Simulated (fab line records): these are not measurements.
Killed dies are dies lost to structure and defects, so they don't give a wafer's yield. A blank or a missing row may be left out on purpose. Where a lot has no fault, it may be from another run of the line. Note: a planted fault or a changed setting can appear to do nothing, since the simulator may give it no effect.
Matching of chambers -- flow gf180mcu -- 3 sister chambers for GF_V5_CVD_02 on pecvd-01
The step deposits SiO2 from TEOS, target thk 1450 nm, time 163.28 s. 16 wafers are shown with their chamber, then 8 later ones without.

== EACH WAFER AND ITS CHAMBER ==
wafer,chamber,rf_fwd_power_W (W),heater_power_w (W)
L374.2,2,597.9,725
L374.3,0,596.7,678
L374.6,2,599.5,667
L375.1,2,597.1,805
L375.4,0,599.1,678
L375.5,2,595.8,664
L387.1,2,597.6,779
L387.2,0,598.1,848
L387.4,0,596.8,691
L388.2,1,595.6,719
L388.3,2,598.1,812
L388.5,0,596.8,867
L390.1,0,599.0,869
L390.5,0,599.2,664
L390.6,2,598.6,767
L392.2,2,597.0,777

SIGNATURES, as means of the wafers listed above
reading,chamber 0,chamber 1,chamber 2,scatter within a chamber
rf_fwd_power_W,597.957,595.600,597.700,1.14
heater_power_w,756.43,719.00,749.50,79.4
Rule: for a wafer and a chamber, the distance is found by dividing, reading by reading, the gap between the wafer's reading and the chamber's mean by the reading's scatter, squaring, summing and taking the root. If the next closest chamber is less than 2 further off than the closest, the wafer can't be placed; otherwise it belongs to the closest. The scatter: the root of (the sum of the squares of (reading less its chamber's mean) over the shown wafers, divided by (wafers less chambers)).

== WAFERS WITH NO CHAMBER GIVEN ==
wafer,rf_fwd_power_W (W),heater_power_w (W)
L392.5,600.3,659
L392.6,598.0,669
L394.2,596.6,767
L394.3,598.0,754
L394.5,595.9,827
L397.2,596.8,792
L397.3,597.0,767
L397.4,594.8,692

== CHAMBER TAKEN BY EACH ==
wafer,from the rows above,in truth
L392.5,can't be placed: 0 or 2 or 1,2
L392.6,can't be placed: 2 or 0 or 1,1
L394.2,can't be placed: 2 or 1 or 0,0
L394.3,can't be placed: 0 or 2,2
L394.5,can't be placed: 1 or 2 or 0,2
L397.2,can't be placed: 2 or 0 or 1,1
L397.3,can't be placed: 2 or 0 or 1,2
L397.4,can't be placed: 1 or 2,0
0 of 8 placed correctly. Can't be placed from these rows: 8 (the true chamber is among the candidates in 7). Number placed wrongly: 0.
